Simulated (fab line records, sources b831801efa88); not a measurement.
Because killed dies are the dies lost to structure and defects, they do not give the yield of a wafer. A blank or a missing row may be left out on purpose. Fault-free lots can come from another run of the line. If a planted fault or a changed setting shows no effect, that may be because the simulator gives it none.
Matching of chambers	flow sky130	rie-diel-02 running SKY_VIA2_ETCH_14: 4 sister chambers
The step etches BARC in N2/H2, stops on SiO2, time 45.9 s, target depth 60 nm. 14 wafers are shown with their chamber, then 7 later ones without.

EACH WAFER AND ITS CHAMBER
wafer	chamber	drypump-motor-current-A (A)	oes-product-au (a.u.)	throttle-valve-pct (%)
L074.1	2	5.8	0.853	13.235
L074.3	1	5.7	0.857	13.229
L074.5	3	5.5	0.856	13.222
L076.1	0	6.2	0.853	13.222
L076.2	3	5.5	0.853	13.213
L076.3	1	5.7	0.852	13.227
L076.4	2	5.7	0.855	13.224
L076.5	1	5.7	0.859	13.217
L076.6	0	6.2	0.852	13.224
L080.3	1	5.7	0.857	13.222
L080.5	0	6.2	0.854	13.235
L080.6	1	5.7	0.863	13.210
L081.1	0	6.2	0.858	13.222
L081.3	3	5.5	0.860	13.233

SIGNATURES (averages over the wafers above)
reading	chamber 0	chamber 1	chamber 2	chamber 3	scatter within a chamber
drypump-motor-current-A	6.200	5.700	5.750	5.500	0.0224
oes-product-au	0.85425	0.85760	0.85400	0.85633	0.00333
throttle-valve-pct	13.22575	13.22100	13.22950	13.22267	0.00785
Rule: for a wafer and a chamber, the distance is found by dividing, reading by reading, the gap between the wafer's reading and the chamber's mean by the reading's scatter, squaring, summing and taking the root. The wafer belongs to the nearest chamber; if the next one is less than 2 further off, it can't be placed. The scatter: take each reading less its chamber's mean, square it, sum over the shown wafers, divide by the number of wafers less the number of chambers, and take the root.

WAFERS MISSING THEIR CHAMBER
wafer	drypump-motor-current-A (A)	oes-product-au (a.u.)	throttle-valve-pct (%)
L081.4	5.7	0.867	13.228
L087.1	5.5	0.855	13.220
L087.2	5.7	0.854	13.224
L087.4	5.8	0.848	13.227
L094.2	5.7	0.854	13.233
L094.3	6.2	0.851	13.235
L094.4	5.7	0.865	13.216

EACH ONE'S CHAMBER
wafer	from the rows above	in truth
L081.4	can't be placed: 1 or 2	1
L087.1	3	3
L087.2	can't be placed: 1 or 2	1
L087.4	2	2
L094.2	can't be placed: 1 or 2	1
L094.3	0	0
L094.4	1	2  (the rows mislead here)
Correct placement for 3 of the 7. Not placeable from these rows: 3 (in 3, the candidates include the true chamber). Wrongly placed: 1.
